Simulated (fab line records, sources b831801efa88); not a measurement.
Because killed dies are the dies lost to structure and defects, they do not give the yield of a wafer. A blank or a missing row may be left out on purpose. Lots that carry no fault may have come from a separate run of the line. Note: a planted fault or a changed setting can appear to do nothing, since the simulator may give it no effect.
Chamber matching ; flow gf180mcu ; GF_V5_CMP_04 on cmp-02 has 4 sister chambers
The step polishes SiO2. 27 wafers are shown with their chamber, then 12 later ones without.

WAFERS PAIRED WITH THEIR CHAMBERS
wafer;chamber;motor_current_A (A)
L074.1;2;11.5
L074.3;0;11.8
L074.5;1;11.4
L075.2;1;12.6
L075.3;3;14.4
L075.5;1;12.6
L076.1;3;14.0
L076.2;2;12.5
L076.3;1;12.3
L076.4;0;11.8
L076.5;2;11.9
L076.6;1;12.4
L077.3;2;11.9
L077.4;1;12.6
L077.6;0;12.3
L078.1;1;12.0
L078.2;0;11.6
L078.4;2;11.9
L081.1;2;12.7
L081.3;3;14.0
L081.6;2;11.9
L082.3;1;12.1
L082.5;1;12.8
L082.6;0;11.4
L083.1;2;11.5
L083.3;1;11.8
L083.6;1;12.1

SIGNATURES (means of the wafers above)
reading;chamber 0;chamber 1;chamber 2;chamber 3;scatter within a chamber
motor_current_A;11.780;12.245;11.975;14.133;0.393
Rule: for a wafer and a chamber, the distance is found by dividing, reading by reading, the gap between the wafer's reading and the chamber's mean by the reading's scatter, squaring, summing and taking the root. If the next closest chamber is less than 2 further off than the closest, the wafer can't be placed; otherwise it belongs to the closest. The scatter: take each reading less its chamber's mean, square it, sum over the shown wafers, divide by the number of wafers less the number of chambers, and take the root.

WAFERS WITH NO CHAMBER GIVEN
wafer;motor_current_A (A)
L084.4;11.9
L084.5;13.9
L084.6;12.3
L085.3;13.8
L085.4;12.7
L085.5;14.1
L089.3;11.8
L089.4;14.5
L089.6;13.7
L088.3;11.8
L088.4;12.8
L088.5;11.2

EACH ONE'S CHAMBER
wafer;from the rows above;in truth
L084.4;can't be placed: 2 or 0 or 1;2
L084.5;3;3
L084.6;can't be placed: 1 or 2 or 0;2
L085.3;3;3
L085.4;can't be placed: 1 or 2 or 0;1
L085.5;3;3
L089.3;can't be placed: 0 or 2 or 1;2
L089.4;3;3
L089.6;3;3
L088.3;can't be placed: 0 or 2 or 1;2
L088.4;can't be placed: 1 or 2 or 0 or 3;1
L088.5;can't be placed: 0 or 2 or 1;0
Correctly placed: 5 of 12. Unplaceable from these rows: 7, with the true chamber sitting among the candidates in 7. Wrongly placed: 0.
